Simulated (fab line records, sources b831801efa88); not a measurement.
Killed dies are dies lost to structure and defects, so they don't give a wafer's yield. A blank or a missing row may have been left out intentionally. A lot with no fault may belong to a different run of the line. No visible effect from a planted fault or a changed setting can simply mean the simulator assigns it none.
Code-filled problem report in 8D (eight disciplines) form || flow sky130 || the parts of the form that need people (team, actions taken, sign-off) are left out

== 1. THE ISSUE ==
Wafers with no fault read 4.137 s with a standard deviation of 0.014, whereas strip time to endpoint s at SKY_LDD_HVN_STRIP_09 reads a mean of 4.027 s on 1 wafer of 1 lot. That is -7.9 standard deviations from the usual mean.
The step: strips in O2/N2.
Seen first at day 25 21:03 on plasma asher-01, wafer L801.3. The record has a number at this step for 33 wafers belonging to 11 lots. The rule behind "out" and "out of limits": a value lying over 4 standard deviations away from the usual mean. Any other wafer with a number is counted as sound.

== 2. WHAT IT IS; WHAT IT IS NOT ==
{"question": "which readings at this step", "is": "strip time to endpoint s", "is not": "drypump motor current A, o2 flow sccm, oes product au"}
{"question": "which lots", "is": "L801", "is not": "L789, L790, L792, L793, L794, L802, L805, L806, L808, L809"}
{"question": "which wafers of those lots", "is": "L801.3", "is not": "L801.4, L801.6"}
{"question": "read on which tools", "is": "plasma asher-01", "is not": "plasma asher-03, plasma asher-04"}
{"question": "when", "is": "from day 25 21:03", "is not": "up to then (17 sound wafers); but 15 sound wafers of L802, L805, L806, L808, L809 came after"}

== 3. THE SUSPECTS, EACH WITH WHAT RULES IT OUT ==
Counting: a tool at a process step up to the reading stays a suspect if it ran every lot that is out. Sound lots after the first of them don't rule it out here, since some wafers of a struck lot are sound.
- rie si-01 at SKY_POLY_GATE_ETCH_17 (etches poly-Si in HBr/Cl2, stops on SiO2, target depth 180 nm, time 70.5 s): kept. The lot that is out, L801, ran on it at day 21 22:42; the last sound lot it ran before that was L793, at day 18 17:04.
- plasma asher-04 at SKY_LDD_P_STRIP_10 (strips in O2/N2): kept. The lot that is out, L801, ran on it at day 24 14:58; the last sound lot it ran before that was L794, at day 21 12:29.
- litho track-01 at SKY_LDD_HVN_COAT_02 (resist thk 300 nm): kept. The lot that is out, L801, ran on it at day 25 05:14; the last sound lot it ran before that was L794, at day 22 03:35.
- plasma asher-01 at SKY_LDD_HVN_STRIP_09 (strips in O2/N2): kept. The lot that is out, L801, ran on it at day 25 21:03; the last sound lot it ran before that was L792, at day 22 01:18. Its own strip time to endpoint s readings are out on those wafers.
- At SKY_LDD_HVN_STRIP_09 on plasma asher-01, chamber 1 took the sound wafers of the same lots and chamber 0 took the wafers that are out.
Left after counting: rie si-01 at SKY_POLY_GATE_ETCH_17, plasma asher-04 at SKY_LDD_P_STRIP_10, litho track-01 at SKY_LDD_HVN_COAT_02, plasma asher-01 at SKY_LDD_HVN_STRIP_09.

== 4. THE CAUSE (what the simulator had put in) ==
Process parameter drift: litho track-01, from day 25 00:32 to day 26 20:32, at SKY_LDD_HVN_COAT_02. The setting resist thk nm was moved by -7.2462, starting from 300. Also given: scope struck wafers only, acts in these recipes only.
Of the 4 suspects that counting leaves, this tool is one.

== 5. THE CHAIN OF EFFECTS, in route order ==
Each row: a reading where the mean over the struck wafers with a number is more than 3 standard deviations away from the usual. Readings are gone through only where the record gives a usual standard deviation; hours: the median, over the lots, of the time from a lot's start at the first step in this table giving one to that lot's start at this step; sigmas: the change measured in usual standard deviations.
{"hours": 0, "step": "SKY_LDD_HVN_STRIP_09", "reading": "strip time to endpoint s", "usual": "4.137 s", "on struck wafers": 4.027, "change": -0.110, "sigmas": -7.9}
Process steps it contains:
- SKY_LDD_HVN_STRIP_09: strips in O2/N2.

== 6. WHAT WOULD HAVE CAUGHT IT SOONER ==
In this record no reading fell out of limits until day 25 21:03, 21 hours after the fault had begun at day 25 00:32.
By day 25 21:03 the whole set of lots that are out, 1 in number, had already begun SKY_LDD_HVN_COAT_02 on litho track-01. None of them would have been spared by holding the tool at that moment.
